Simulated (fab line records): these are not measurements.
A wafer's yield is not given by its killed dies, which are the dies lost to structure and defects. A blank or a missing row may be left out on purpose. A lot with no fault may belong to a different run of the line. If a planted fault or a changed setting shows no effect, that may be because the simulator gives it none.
fab line records    flow sky130
record lots=7  wafers=21  last-day=50
route steps=708 shown SD_N@350 SD_P@359 RES_XHIGH@360 SALICIDE@361 LI_CONTACT@362
lots with no fault: from the same line, run without faults
start-h: the number of hours between the record's first day and the start of the first shown wafer of the lot    wait-h: hours from the lot's prior step to this one    " the same as in the row above    L1.1+2: several wafers, shown together as one row    - no value present, or no start provided    * or withheld: withheld    < > ~ a bound
route shown NAME@n: names a module that has steps shown in the file, with the first one's number in the route    usual: mean and standard deviation over wafers with no fault    same: alike in all rows    chamber/n: place in a boat    sites: the reading at each site    _std_site: the standard deviation of these    _edge_site: outer sites' mean less inner sites'    radius-mm: how far each site lies from the wafer's centre    mask NAME#n: copy n    behind: the tool/chamber that last shaped the wafer    hold: why the lot was held/for how many hours/how that ended    device: the transistor (n, p or np) that didn't switch    end of line: at the end of the route, the tests of the same wafers    step lacking rows: just its recipe    killed: count of dies lost to structure and defects at first sort (not the wafer's yield)    map: a wafer's dies, marking killed ones x, the rest . and places with no die _
set.NAME: the setting the step ran with; set.NAME@STEP: the setting that earlier step ran with    model.NAME: the simulator's own value behind a step, which no gauge read
a table for each step, a row for each wafer; lots at some steps of the route
services: the hour from which a tool's chamber was out of use, counted from the record's first day as start-h (under 0 if before that day), plus the number of hours and why
## steps
# step SKY_SD_N_OVL_MEAS_08
# usual SD_N_OVL=0.0/1.5
lot.wafer  tool        chamber  start-h  wait-h  SD_N_OVL[nm]
L544.2     overlay-01  -        659.69   0.1     0.4
L544.4     "           -        "        "       -1.4
L544.6     "           -        "        "       0.7
L546.1     overlay-01  -        686.80   0.1     -2.3
L546.3     "           -        "        "       -1.7
L546.5     "           -        "        "       -2.0
L552.3     overlay-01  -        726.95   0.1     2.2
L552.4     "           -        "        "       1.7
L552.5     "           -        "        "       -0.9
L553.1     overlay-01  -        736.20   0.1     1.3
L553.4     "           -        "        "       1.2
L553.6     "           -        "        "       2.8
L555.2     overlay-02  -        752.36   0.1     0.2
L555.3     "           -        "        "       2.2
L555.4     "           -        "        "       2.4
L564.1     overlay-02  -        822.59   0.1     0.5
L564.4     "           -        "        "       1.6
L564.6     "           -        "        "       -0.9
L565.1     overlay-02  -        826.54   0.1     0.8
L565.2     "           -        "        "       1.5
L565.3     "           -        "        "       0.7
# step SKY_SD_N_IMPLANT_09
# recipe species=As  energy-kev=50  dose-cm2=4e+15  tilt-deg=0
# step SKY_SD_N_IMPLANT_10
# recipe species=P  energy-kev=20  dose-cm2=1e+14  tilt-deg=0
# step SKY_SD_N_STRIP_11
# recipe chemistry=O2/N2  power-w=1400  pressure-mtorr=1500  platen-temp-c=withheld  o2-flow-sccm=3000  n2-flow-sccm=300  overash-fraction=0.5
# usual drypump-motor-current-A=5.69/0.28  oes-product-au=0.527/0.0043  strip-time-to-endpoint-s=22.54/0.052
# same overash-fraction=0.5
lot.wafer  tool             chamber  start-h  wait-h  drypump-motor-current-A  oes-product-au  rf-hours-counter-h  strip-time-to-endpoint-s
L544.2     plasma-asher-04  0        660.02   0.1     5.99                     0.534           91                  22.51
L544.4     "                0        "        "       5.99                     0.538           -                   22.52
L544.6     "                0        "        "       5.99                     0.524           -                   22.50
L546.1     plasma-asher-01  0        687.14   0.1     5.45                     0.525           26                  22.64
L546.3     "                0        "        "       5.50                     0.529           -                   22.61
L546.5     "                0        "        "       5.48                     0.534           -                   22.62
L552.3     plasma-asher-04  1        727.31   0.1     5.51                     0.527           -                   22.44
L552.4     "                0        "        "       5.98                     0.530           -                   22.39
L552.5     "                1        "        "       5.51                     0.520           -                   22.44
L553.1     plasma-asher-02  1        736.54   0.1     5.17                     0.524           62                  22.56
L553.4     "                0        "        "       6.23                     0.527           -                   22.58
L553.6     "                0        "        "       6.24                     0.527           -                   22.55
L555.2     plasma-asher-01  0        752.69   0.1     5.44                     0.530           33                  22.57
L555.3     "                0        "        "       5.41                     0.527           -                   22.51
L555.4     "                1        "        "       5.85                     0.521           -                   22.51
L564.1     plasma-asher-04  0        822.93   0.1     5.98                     0.529           7                   22.63
L564.4     "                1        "        "       5.51                     0.525           -                   22.62
L564.6     "                1        "        "       5.51                     0.530           -                   22.59
L565.1     plasma-asher-04  1        826.88   0.1     5.52                     0.523           7                   22.59
L565.2     "                0        "        "       5.97                     0.529           7                   22.63
L565.3     "                1        "        "       5.50                     0.523           -                   22.57
# step SKY_SD_N_TW_MEAS_12
# usual SD_N_TW=3961/30
lot.wafer  tool           chamber  start-h  wait-h  SD_N_TW
L544.2     film-metro-01  -        660.13   0.1     3950
L544.4     "              -        "        "       3961
L544.6     "              -        "        "       3963
L546.1     film-metro-04  -        687.24   0.1     3929
L546.3     "              -        "        "       3920
L546.5     "              -        "        "       3943
L552.3     film-metro-04  -        727.39   0.1     3968
L552.4     "              -        "        "       3957
L552.5     "              -        "        "       3961
L553.1     film-metro-02  -        736.64   0.1     3919
L553.4     "              -        "        "       3926
L553.6     "              -        "        "       3906
L555.2     film-metro-02  -        752.80   0.1     3928
L555.3     "              -        "        "       3944
L555.4     "              -        "        "       3922
L564.1     film-metro-02  -        823.03   0.1     4021
L564.4     "              -        "        "       3998
L564.6     "              -        "        "       3993
L565.1     film-metro-04  -        826.98   0.1     3938
L565.2     "              -        "        "       3926
L565.3     "              -        "        "       3930
# step SKY_SD_N_CLEAN_13
# recipe chemistry=SC1/SC2  mix=1:4:20  temp-c=70  time-s=150  dry=n2-spin
# step SKY_SD_N_RTA_14
# recipe temp-c=1075  time-s=2  idle-temp-c=650  ramp-up-c-per-s=150  ramp-down-c-per-s=90  ambient=N2
# usual lamp-power-pct=15.74/0.052  wafer_temp_C_max=1078.1/1.4
lot.wafer  tool           chamber  start-h  wait-h  lamp-power-pct  wafer_temp_C_max
L544.2     rtp-anneal-01  0        660.24   0.0     15.71           1077.8
L544.4     "              0        "        "       15.75           1077.6
L544.6     "              0        "        "       15.77           1077.6
L546.1     rtp-anneal-01  0        687.35   0.0     15.67           1076.4
L546.3     "              0        "        "       15.77           1079.3
L546.5     "              0        "        "       15.65           1078.6
L552.3     rtp-anneal-02  0        727.50   0.0     15.73           1080.3
L552.4     "              0        "        "       15.66           1079.3
L552.5     "              0        "        "       15.74           1078.0
L553.1     rtp-anneal-01  0        736.75   0.0     15.83           1079.4
L553.4     "              0        "        "       15.74           1078.1
L553.6     "              0        "        "       15.79           1078.0
L555.2     rtp-anneal-01  0        752.90   0.0     15.84           1076.2
L555.3     "              0        "        "       15.67           1080.2
L555.4     "              0        "        "       15.75           1077.8
L564.1     rtp-anneal-02  0        823.14   0.0     15.79           1080.1
L564.4     "              0        "        "       15.78           1077.1
L564.6     "              0        "        "       15.67           1075.9
L565.1     rtp-anneal-01  0        827.09   0.0     15.68           1076.3
L565.2     "              0        "        "       15.69           1077.8
L565.3     "              0        "        "       15.77           1075.7
# step SKY_SD_N_RS_MEAS_16
# recipe thk-meas-gauge=four-point-probe
# usual SD_N_RS=68.54/0.15
lot.wafer  tool           chamber  start-h  wait-h  SD_N_RS[ohm/sq]
L544.2     film-metro-02  -        660.43   0.1     68.68
L544.4     "              -        "        "       68.63
L544.6     "              -        "        "       68.65
L546.1     film-metro-02  -        687.52   0.1     68.60
L546.3     "              -        "        "       68.58
L546.5     "              -        "        "       68.67
L552.3     film-metro-01  -        727.70   0.1     68.45
L552.4     "              -        "        "       68.60
L552.5     "              -        "        "       68.37
L553.1     film-metro-04  -        736.92   0.1     68.63
L553.4     "              -        "        "       68.52
L553.6     "              -        "        "       68.61
L555.2     film-metro-02  -        753.09   0.1     68.74
L555.3     "              -        "        "       68.73
L555.4     "              -        "        "       68.77
L564.1     film-metro-04  -        823.32   0.1     68.42
L564.4     "              -        "        "       68.72
L564.6     "              -        "        "       68.66
L565.1     film-metro-04  -        827.26   0.1     68.42
L565.2     "              -        "        "       68.45
L565.3     "              -        "        "       68.51
# step SKY_SD_N_RS_MEAS_17
# recipe thk-meas-gauge=four-point-probe
# usual SD_P_RS=147.1/0.43
lot.wafer  tool           chamber  start-h  wait-h  SD_P_RS[ohm/sq]
L544.2     film-metro-02  -        660.55   0.1     147.4
L544.4     "              -        "        "       147.1
L544.6     "              -        "        "       147.3
L546.1     film-metro-02  -        687.64   0.1     147.1
L546.3     "              -        "        "       147.3
L546.5     "              -        "        "       147.2
L552.3     film-metro-01  -        727.82   0.1     146.6
L552.4     "              -        "        "       147.0
L552.5     "              -        "        "       146.7
L553.1     film-metro-04  -        737.04   0.1     147.0
L553.4     "              -        "        "       147.1
L553.6     "              -        "        "       147.1
L555.2     film-metro-02  -        753.21   0.1     147.5
L555.3     "              -        "        "       147.5
L555.4     "              -        "        "       147.2
L564.1     film-metro-04  -        823.44   0.1     147.4
L564.4     "              -        "        "       147.6
L564.6     "              -        "        "       147.8
L565.1     film-metro-04  -        827.38   0.1     147.0
L565.2     "              -        "        "       147.0
L565.3     "              -        "        "       146.4
# step SKY_SD_N_RS_MEAS_18
# recipe thk-meas-gauge=four-point-probe
# usual RES_XHIGH_RS=333.1/1.3
lot.wafer  tool           chamber  start-h  wait-h  RES_XHIGH_RS[ohm/sq]
L544.2     film-metro-02  -        660.67   0.1     335.2
L544.4     "              -        "        "       334.5
L544.6     "              -        "        "       335.0
L546.1     film-metro-02  -        687.76   0.1     334.5
L546.3     "              -        "        "       334.4
L546.5     "              -        "        "       333.1
L552.3     film-metro-01  -        727.94   0.1     333.4
L552.4     "              -        "        "       334.1
L552.5     "              -        "        "       333.4
L553.1     film-metro-04  -        737.16   0.1     334.0
L553.4     "              -        "        "       334.0
L553.6     "              -        "        "       334.8
L555.2     film-metro-02  -        753.33   0.1     335.0
L555.3     "              -        "        "       334.2
L555.4     "              -        "        "       333.6
L564.1     film-metro-04  -        823.56   0.1     333.7
L564.4     "              -        "        "       333.6
L564.6     "              -        "        "       334.7
L565.1     film-metro-04  -        827.50   0.1     333.5
L565.2     "              -        "        "       332.6
L565.3     "              -        "        "       331.8
# step SKY_SALICIDE_CLEAN_00
# recipe chemistry=HF-last  time-s=30  dilution=100:1  dry=ipa-marangoni
# step SKY_LI_CONTACT_HDPCVD_00
# recipe material=PSG  target-thk-nm=930  sigma-open-frac=0.3  time-s=155  temp-c=600  sih4-flow-sccm=60  pressure-mtorr=6
# usual run-length-s=182.9/0.81  susceptor-temp-C=600.02/0.26
lot.wafer  tool       chamber  start-h  wait-h  run-length-s  susceptor-temp-C  model.PSG_of_LI_CONTACT_HDPCVD_00.thk-nm
L544.2     hdpcvd-01  1        660.78   0.0     182.4         600.01            931.2
L544.4     "          0        "        "       181.8         599.96            930.1
L544.6     "          2        "        "       184.1         600.37            935.1
L546.1     hdpcvd-02  0        687.90   0.0     183.2         599.98            938.2
L546.3     "          2        "        "       182.8         599.89            925
L546.5     "          0        "        "       183.0         600.03            943.5
L552.3     hdpcvd-02  2        728.03   0.0     228.7         600.34            1205
L552.4     "          2        "        "       228.1         600.47            1202
L552.5     "          1        "        "       183.9         599.61            929.3
L553.1     hdpcvd-02  2        737.30   0.0     182.1         600.51            943.5
L553.4     "          1        "        "       229.9         600.09            1214
L553.6     "          2        "        "       181.8         600.41            939
L555.2     hdpcvd-02  2        753.45   0.0     182.1         600.61            933
L555.3     "          0        "        "       229.0         599.79            1212
L555.4     "          1        "        "       230.2         600.30            1213
L564.1     hdpcvd-02  1        823.69   0.0     184.1         600.50            933.6
L564.4     "          0        "        "       182.8         600.17            928.3
L564.6     "          1        "        "       183.7         600.07            927.5
L565.1     hdpcvd-01  1        827.64   0.0     182.2         599.83            931.7
L565.2     "          2        "        "       183.6         600.07            912.4
L565.3     "          0        "        "       181.7         600.34            921
# step SKY_LI_CONTACT_THK_MEAS_01
# recipe reads=PSG_of_LI_CONTACT_HDPCVD_00
# usual LI_CONTACT_HDPCVD_THK=933/9.8
lot.wafer  tool           chamber  start-h  wait-h  LI_CONTACT_HDPCVD_THK[nm]
L544.2     film-metro-01  -        660.90   0.1     932
L544.4     "              -        "        "       930
L544.6     "              -        "        "       935
L546.1     film-metro-04  -        688.00   0.1     938
L546.3     "              -        "        "       924
L546.5     "              -        "        "       944
L552.3     film-metro-01  -        728.16   0.1     1205
L552.4     "              -        "        "       1202
L552.5     "              -        "        "       929
L553.1     film-metro-02  -        737.40   0.1     944
L553.4     "              -        "        "       1214
L553.6     "              -        "        "       938
L555.2     film-metro-04  -        753.56   0.1     933
L555.3     "              -        "        "       1212
L555.4     "              -        "        "       1213
L564.1     film-metro-02  -        823.80   0.1     933
L564.4     "              -        "        "       929
L564.6     "              -        "        "       928
L565.1     film-metro-01  -        827.74   0.1     932
L565.2     "              -        "        "       913
L565.3     "              -        "        "       921
# step SKY_LI_CONTACT_CMP_02
# recipe material=PSG  down-force-psi=4  platen-rpm=60  pad-velocity-m-s=0.94248
# usual motor-current-A=11.0/1  time-to-endpoint-s=33.6/2.6
lot.wafer  tool    chamber  start-h  wait-h  motor-current-A  time-to-endpoint-s
L544.4     cmp-02  1        661.00   0.1     12.4             28.9
L544.2     "       3        "        "       10.6             27.4
L544.6     "       0        "        "       10.4             33.6
L546.3     cmp-01  2        688.06   0.0     10.6             30.1
L546.1     "       0        "        "       10.2             35.8
L546.5     "       3        "        "       10.9             32.0
L552.4     cmp-02  0        728.39   0.2     10.3             56.7
L552.3     "       1        "        "       12.0             62.3
L552.5     "       3        "        "       9.9              31.9
L553.4     cmp-01  1        737.46   0.0     12.4             59.4
L553.1     "       0        "        "       10.7             37.0
L553.6     "       2        "        "       11.1             33.8
L555.3     cmp-02  1        753.66   0.1     11.8             62.5
L555.2     "       2        "        "       10.3             33.9
L555.4     "       3        "        "       11.1             61.2
L564.4     cmp-02  1        823.86   0.0     11.5             36.1
L564.1     "       2        "        "       10.2             39.5
L564.6     "       1        "        "       13.0             34.5
L565.3     cmp-02  3        827.80   0.0     10.4             30.6
L565.1     "       1        "        "       12.9             34.8
L565.2     "       2        "        "       10.0             35.8
# step SKY_LI_CONTACT_BOW_MEAS_03
# recipe mode=bow
# usual LI_CONTACT_BOW=55/6.5
lot.wafer  tool           chamber  start-h  wait-h  LI_CONTACT_BOW[um]
L544.2     film-metro-02  -        661.27   0.1     52
L544.4     "              -        "        "       48
L544.6     "              -        "        "       39
L546.1     film-metro-01  -        688.38   0.2     65
L546.3     "              -        "        "       55
L546.5     "              -        "        "       51
L552.3     film-metro-02  -        728.68   0.2     55
L552.4     "              -        "        "       56
L552.5     "              -        "        "       65
L553.1     film-metro-01  -        737.76   0.1     56
L553.4     "              -        "        "       54
L553.6     "              -        "        "       56
L555.2     film-metro-02  -        753.93   0.2     53
L555.3     "              -        "        "       61
L555.4     "              -        "        "       54
L564.1     film-metro-04  -        824.16   0.2     56
L564.4     "              -        "        "       55
L564.6     "              -        "        "       56
L565.1     film-metro-01  -        828.10   0.1     49
L565.2     "              -        "        "       56
L565.3     "              -        "        "       44
## services
tool             chamber  start-h  hours  kind
hdpcvd-02        -        645.06   1.6    repair
plasma-asher-02  -        645.45   5.3    repair
hdpcvd-02        -        650.75   15.0   pm
hdpcvd-02        0        650.75   15.0   vent-cycle
hdpcvd-02        1        650.75   15.0   vent-cycle
hdpcvd-02        2        650.75   15.0   vent-cycle
hdpcvd-02        0        665.75   -      clean
plasma-asher-04  -        682.13   2.8    repair
cmp-02           -        693.61   1.4    repair
rtp-anneal-01    -        694.59   4.0    pm
cmp-01           -        696.99   0.6    repair
cmp-01           -        726.60   5.5    pm
plasma-asher-04  -        733.75   9.0    pm
plasma-asher-01  -        738.13   1.7    repair
cmp-02           -        744.00   4.0    pm
plasma-asher-04  -        786.38   6.1    repair
plasma-asher-02  -        787.73   2.8    pm
cmp-02           -        793.30   0.3    repair
plasma-asher-02  -        798.73   13.0   repair
rtp-anneal-02    -        800.26   3.5    pm
plasma-asher-04  -        808.40   8.5    repair
hdpcvd-01        -        808.87   2.2    repair
cmp-01           -        819.73   0.9    repair
cmp-02           -        822.34   0.8    repair
## key
first-sign step=SKY_LI_CONTACT_HDPCVD_00  reading=run-length-s  direction=up  sigmas=57  usual=*  struck=*
effect step=SKY_LI_CONTACT_THK_MEAS_01  reading=LI_CONTACT_HDPCVD_THK  direction=up  sigmas=28  usual=933  struck=1209
effect step=SKY_LI_CONTACT_CMP_02  reading=time-to-endpoint-s  direction=up  sigmas=10  usual=*  struck=*
model-effect step=SKY_LI_CONTACT_HDPCVD_00  value=PSG_of_LI_CONTACT_HDPCVD_00.thk-nm  without=931.5  struck=1209
met-at SKY_LI_CONTACT_HDPCVD_00
struck-wafers L552.3,L552.4,L553.4,L555.3,L555.4
tester-left-out L552,L553,L555
onset-between 687.90 728.03
fault kind=process-parameter-drift  tool=hdpcvd-02  chamber=-  onset-h=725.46  steps=SKY_LI_CONTACT_HDPCVD_00  channel=time-s  offset=*  shape=step  end-h=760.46  scope=struck-wafers-only  acts-in=*  stated=*
# tester-left-out: of these lots the tester's yield and bins aren't shown, on N5 and GAA mostly nor the transistor test; their killed dies are dies lost to structure and defects alone, not to doping, threshold or leakage, so they don't give the yield
